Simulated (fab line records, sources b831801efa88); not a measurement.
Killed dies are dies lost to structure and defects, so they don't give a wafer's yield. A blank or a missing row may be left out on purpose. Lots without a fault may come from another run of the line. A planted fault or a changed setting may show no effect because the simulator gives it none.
Which tool did it? | flow sky130 | 11 lots, 33 wafers sampled, at 5 steps of a route of 708

WHAT THE GAUGES READ, wafer by wafer
SKY_LDD_N_TW_MEAS_17.
lot  | measured     | on            | LDD_N_TW
L747 | day 17 23:58 | film_metro-03 | 2559 2542 2552
L748 | day 18 22:56 | film_metro-03 | 2540 2571 2570
L752 | day 20 06:43 | film_metro-03 | 2568 2570 2573
L753 | day 20 20:47 | film_metro-02 | 2697 2676 2720
L754 | day 21 01:04 | film_metro-03 | 2639 2643 2644
L755 | day 21 07:38 | film_metro-02 | 2699 2698 2708
L765 | day 24 18:48 | film_metro-04 | 2609 2598 2587
L766 | day 24 23:40 | film_metro-03 | 2563 2564 2569
L767 | day 25 04:50 | film_metro-04 | 2607 2605 2611
L768 | day 25 17:18 | film_metro-03 | 2550 2547 2557
L769 | day 26 03:29 | film_metro-04 | 2598 2588 2600

SKY_CONTACT_BOW_MEAS_05.
lot  | measured     | on            | CONTACT_BOW (um)
L747 | day 30 19:11 | film_metro-02 | 94 83 70
L748 | day 31 15:44 | film_metro-02 | 80 79 79
L752 | day 32 17:54 | film_metro-02 | 75 74 78
L753 | day 33 06:58 | film_metro-04 | 87 79 84
L754 | day 33 08:34 | film_metro-02 | 82 72 85
L755 | day 33 11:44 | film_metro-02 | 82 90 79
L765 | day 36 14:21 | film_metro-03 | 83 83 86
L766 | day 36 22:10 | film_metro-04 | 89 75 73
L767 | day 37 00:02 | film_metro-02 | 81 72 83
L768 | day 37 09:11 | film_metro-03 | 91 81 87
L769 | day 37 18:49 | film_metro-04 | 85 86 94

WHICH TOOL RAN EACH LOT (tool, then ch and the chambers of the sampled wafers, then the start)
lot  | SKY_LDD_N_IMPLANT_09            | SKY_LDD_N_STRIP_16                   | SKY_POLY_CUT_ETCH_11
L747 | implanter-03 ch 0, day 17 22:51 | plasma_asher-03 ch 0,1, day 17 23:53 | rie_diel-03 ch 0,1, day 24 12:15
L748 | implanter-02 ch 0, day 18 21:47 | plasma_asher-02 ch 0,1, day 18 22:50 | rie_diel-04 ch 0,2,3, day 25 11:41
L752 | implanter-03 ch 0, day 20 05:35 | plasma_asher-03 ch 0,1, day 20 06:36 | rie_diel-03 ch 0,1, day 26 17:20
L753 | implanter-03 ch 0, day 20 19:38 | plasma_asher-01 ch 0,1, day 20 20:40 | rie_diel-01 ch 0,2, day 27 06:16
L754 | implanter-03 ch 0, day 20 23:56 | plasma_asher-03 ch 0,1, day 21 00:58 | rie_diel-01 ch 0,1,2, day 27 10:24
L755 | implanter-03 ch 0, day 21 06:31 | plasma_asher-03 ch 0,1, day 21 07:33 | rie_diel-01 ch 1,2,3, day 27 15:09
L765 | implanter-03 ch 0, day 24 17:40 | plasma_asher-02 ch 0,1, day 24 18:41 | rie_diel-01 ch 0,1,2, day 30 21:13
L766 | implanter-02 ch 0, day 24 22:31 | plasma_asher-01 ch 0,1, day 24 23:33 | rie_diel-04 ch 0,2,3, day 31 01:10
L767 | implanter-01 ch 0, day 25 03:41 | plasma_asher-02 ch 0,1, day 25 04:43 | rie_diel-01 ch 0,1, day 31 07:50
L768 | implanter-03 ch 0, day 25 16:09 | plasma_asher-01 ch 0,1, day 25 17:12 | rie_diel-03 ch 0,1,2, day 31 17:51
L769 | implanter-01 ch 0, day 26 02:20 | plasma_asher-03 ch 0,1, day 26 03:23 | rie_diel-03 ch 2,3, day 32 03:18
- SKY_LDD_N_IMPLANT_09
- SKY_LDD_N_STRIP_16: strips in O2/N2.
- SKY_POLY_CUT_ETCH_11: etches Si3N4 in CF4/CH2F2/Ar, stops on poly-Si, time 42.5 s, target depth 60 nm.

WHAT THE TOOLS THEMSELVES READ (means of the sampled wafers that have a number; where no wafer has one, the mark that the record gives instead)
SKY_LDD_N_IMPLANT_09.
lot  | tool         | beam_on_s (s) | dose_ions_cm2 | faraday_current_uA
L747 | implanter-03 | 10.17         | 7.503e+13     | 416
L748 | implanter-02 | 9.82          | 7.502e+13     | 431
L752 | implanter-03 | 9.91          | 7.504e+13     | 426
L753 | implanter-03 | 15.63         | 1.299e+14     | 469
L754 | implanter-03 | 15.50         | 1.299e+14     | 473
L755 | implanter-03 | 15.46         | 1.300e+14     | 474
L765 | implanter-03 | 10.03         | 7.497e+13     | 420
L766 | implanter-02 | 9.84          | 7.501e+13     | 430
L767 | implanter-01 | 10.00         | 7.501e+13     | 422
L768 | implanter-03 | 9.98          | 7.497e+13     | 422
L769 | implanter-01 | 9.90          | 7.497e+13     | 428

SKY_LDD_N_STRIP_16.
lot  | tool            | drypump_motor_current_A (A) | oes_product_au (a.u.) | strip_time_to_endpoint_s (s)
L747 | plasma_asher-03 | 5.6                         | 0.401                 | 4.318
L748 | plasma_asher-02 | 5.6                         | 0.408                 | 4.329
L752 | plasma_asher-03 | 5.6                         | 0.405                 | 4.323
L753 | plasma_asher-01 | 5.2                         | 0.407                 | 4.462
L754 | plasma_asher-03 | 5.6                         | 0.404                 | 4.470
L755 | plasma_asher-03 | 5.7                         | 0.404                 | 4.463
L765 | plasma_asher-02 | 5.8                         | 0.404                 | 4.317
L766 | plasma_asher-01 | 5.2                         | 0.404                 | 4.333
L767 | plasma_asher-02 | 5.5                         | 0.406                 | 4.295
L768 | plasma_asher-01 | 5.1                         | 0.403                 | 4.307
L769 | plasma_asher-03 | 5.7                         | 0.406                 | 4.313

SKY_POLY_CUT_ETCH_11.
lot  | tool        | drypump_motor_current_A (A) | oes_product_au (a.u.) | throttle_valve_pct (%)
L747 | rie_diel-03 | 6.0                         | 0.824                 | 14.992
L748 | rie_diel-04 | 5.4                         | 0.828                 | 15.000
L752 | rie_diel-03 | 6.0                         | 0.824                 | 14.996
L753 | rie_diel-01 | 5.9                         | 0.826                 | 14.991
L754 | rie_diel-01 | 6.0                         | 0.826                 | 14.996
L755 | rie_diel-01 | 5.6                         | 0.831                 | 14.986
L765 | rie_diel-01 | 6.0                         | 0.829                 | 14.998
L766 | rie_diel-04 | 5.4                         | 0.827                 | 14.994
L767 | rie_diel-01 | 6.0                         | 0.824                 | 15.007
L768 | rie_diel-03 | 6.0                         | 0.828                 | 15.003
L769 | rie_diel-03 | 6.1                         | 0.826                 | 14.996

THE ANSWER, worked out from the rows above alone
Rule: what is usual is taken from the lots themselves. Put in order of their means at a reading, lots are off if they are a third of the lots or fewer, leave a main group of 4 or more, and stand apart from it by a gap of 3 or more times the standard deviation of the main group's means; of several such gaps the widest counts. A main group whose means are all the same, to the digits that the tables above print for the reading, isn't used. A lot without any number at a reading at which 4 lots or more have one is off too. The other lots that the step has rows for count as sound. The gauges are gone through in route order, then the tools' own readings, and for those a lot's mean is taken as printed above. The first step at which some lot is off is used, and at that step the reading that is off furthest; a lot without a number counts as furthest.
Off: L753, L754, L755, at SKY_LDD_N_IMPLANT_09 (dose_ions_cm2). The main group: mean 7.500e+13, standard deviation 2.7e+10.
A tool fits if, at that step or a process step before it, it ran every lot that is off, and no sound lot after the first of them. None of those tried fits.

WHAT THE SIMULATOR HAD PUT IN
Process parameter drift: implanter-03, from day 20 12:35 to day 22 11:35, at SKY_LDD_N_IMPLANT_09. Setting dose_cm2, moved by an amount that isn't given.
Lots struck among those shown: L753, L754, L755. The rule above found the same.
